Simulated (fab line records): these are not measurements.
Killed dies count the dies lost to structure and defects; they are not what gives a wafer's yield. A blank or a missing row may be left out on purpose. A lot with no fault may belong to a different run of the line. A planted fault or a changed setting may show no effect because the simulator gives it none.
A struck lot beside a sound one -- flow sky130 -- 22 steps out of a route of 708
Sound: wafers L140.2, L140.3, L140.6. Wafers L156.1, L156.2, L156.6 were the ones struck. The cause is given at the end.
Each step with rows lists, per side, the tool, then ch with its chambers, then its first start. Under that, the readings that differ: sound wafers -- struck wafers -- difference of the means -- sigmas: that difference in standard deviations of wafers without a fault.
alike: readings with means less than 2 such deviations apart, plus words and numbers identical on both sides. not compared: withheld readings, readings lacking a value on some wafer, bounds such as >300 that could conceal the same value, and numbers that have no deviation in the record and whose values overlap.
A row with sigmas, a row that says differs or no value, or rows on one side alone: a step with any of these is where the two part. Numbers that don't overlap but have no deviation are shown without sigmas and don't part them. Lack of a reading on every wafer of one side parts them only where that side has two or more wafers.

SKY_POLY_GATE_THK_MEAS_21:
  struck on film-metro-03, day 26 01:52; sound on film-metro-02, day 18 02:36
reading,sound,struck,difference,sigmas
POLY_GATE_OXIDATION_THK (nm),4.05 4.04 4.12,3.83 3.81 3.83,-0.25,-3
SKY_POLY_GATE_CD_MEAS_22:
  struck on cd-sem-02, day 26 01:55; sound on cd-sem-01, day 18 02:41
  alike: cd-nm
then, 7 steps without rows for these wafers: SKY_LDD_N_DEHYDRATE_00 (time 60 s); SKY_LDD_N_HMDS_01 (prime time 60 s); SKY_LDD_N_COAT_02 (resist thk 300 nm); SKY_LDD_N_SOFTBAKE_03 (time 60 s); SKY_LDD_N_EXPOSE_04 (exposes mask NTM, target cd 840 nm); SKY_LDD_N_PEB_05; SKY_LDD_N_DEVELOP_06 (develop time 60 s).
SKY_LDD_N_OVL_MEAS_07:
  struck on overlay-01, day 27 07:53; sound on overlay-02, day 19 10:02
  alike: LDD_N_OVL
then, 2 steps without rows for these wafers: SKY_LDD_N_IMPLANT_08; SKY_LDD_N_IMPLANT_09.
SKY_LDD_N_IMPLANT_10:
  sound on implanter-02 ch 0, day 19 10:23; struck on implanter-02 ch 0, day 27 08:14
reading,sound,struck,difference,sigmas
beam-on-s (s),10.13 10.30 10.23,44.20 46.33 44.38,+34.75,+99 or more
dose-ions-cm2,7.498e+13 7.499e+13 7.489e+13,4.4215e+14 4.4218e+14 4.4212e+14,+3.6720e+14,+99 or more
faraday-current-uA,418 408 413,564 535 559,+140,+17
  alike: beam-energy-keV
then, 5 steps without rows for these wafers: SKY_LDD_N_IMPLANT_11; SKY_LDD_N_IMPLANT_12; SKY_LDD_N_IMPLANT_13; SKY_LDD_N_IMPLANT_14; SKY_LDD_N_IMPLANT_15.
SKY_LDD_N_STRIP_16: strips in O2/N2.
  sound on plasma-asher-02 ch 0,1, day 19 11:16; struck on plasma-asher-01 ch 0,1, day 27 09:08
reading,sound,struck,difference,sigmas
strip-time-to-endpoint-s (s),4.307 4.321 4.334,5.212 5.216 5.209,+0.892,+59
  alike: drypump-motor-current-A, oes-product-au
  not compared: rf-hours-counter-h
SKY_LDD_N_TW_MEAS_17:
  struck on film-metro-01, day 27 09:14; sound on film-metro-04, day 19 11:22
reading,sound,struck,difference,sigmas
LDD_N_TW,2585 2590 2594,2856 2834 2842,+254,+7
then, 1 step without rows for these wafers: SKY_LDD_P_DEHYDRATE_00 (time 60 s).
-- the record jumps here: 25 days lie between the struck wafers' starts before and after (it left off in module LDD_P and takes up again in module PAD_OPEN, whose first step shown is number 708 of the route) --
SKY_PAD_OPEN_PROBE_99:
  struck on prober-02, day 52 15:23; sound on prober-02, day 47 20:23
reading,sound,struck,difference,sigmas
model.etest.tip-n.rs-ohm-sq,446.6 452.4 448,293.2 295.7 294.5,-154.5,
model.etest.nfet_01v8.r-on-ohm-um,834.1 860.7 852.8,799.5 775.5 776.6,-65.3,
model.etest.nfet_01v8_turned.drive-ua-um,501.6 489.4 483.5,537.6 550.4 547.5,+53.7,
model.etest.nfet_01v8_swapped.drive-ua-um,504.1 490 489.3,535.6 549.2 545.4,+48.9,
model.etest.nfet_01v8_lvt.drive-ua-um,569.9 559.3 557.9,602.7 612.9 611.6,+46.7,
model.etest.nfet_01v8.drive-ua-um,500.4 492 490.4,529.3 539 538.8,+41.4,
  alike: killed_at_M0_to_M3, killed_at_M4_up, killed-at-contacts, killed-at-front-end, killed-at-other, killed-dies, killed-open, killed-short
  not compared: model.etest.sram-nfet-pass.drive-ua-um, model.etest.tip-n.rs-ohm-sq-range

== WHERE THEY PART ==
Last at SKY_LDD_N_TW_MEAS_17 as far as this record goes, first at SKY_POLY_GATE_THK_MEAS_21. Later steps at which nothing parts them and some readings are alike: SKY_PAD_OPEN_PROBE_99.

WHY: the cause the simulator had injected
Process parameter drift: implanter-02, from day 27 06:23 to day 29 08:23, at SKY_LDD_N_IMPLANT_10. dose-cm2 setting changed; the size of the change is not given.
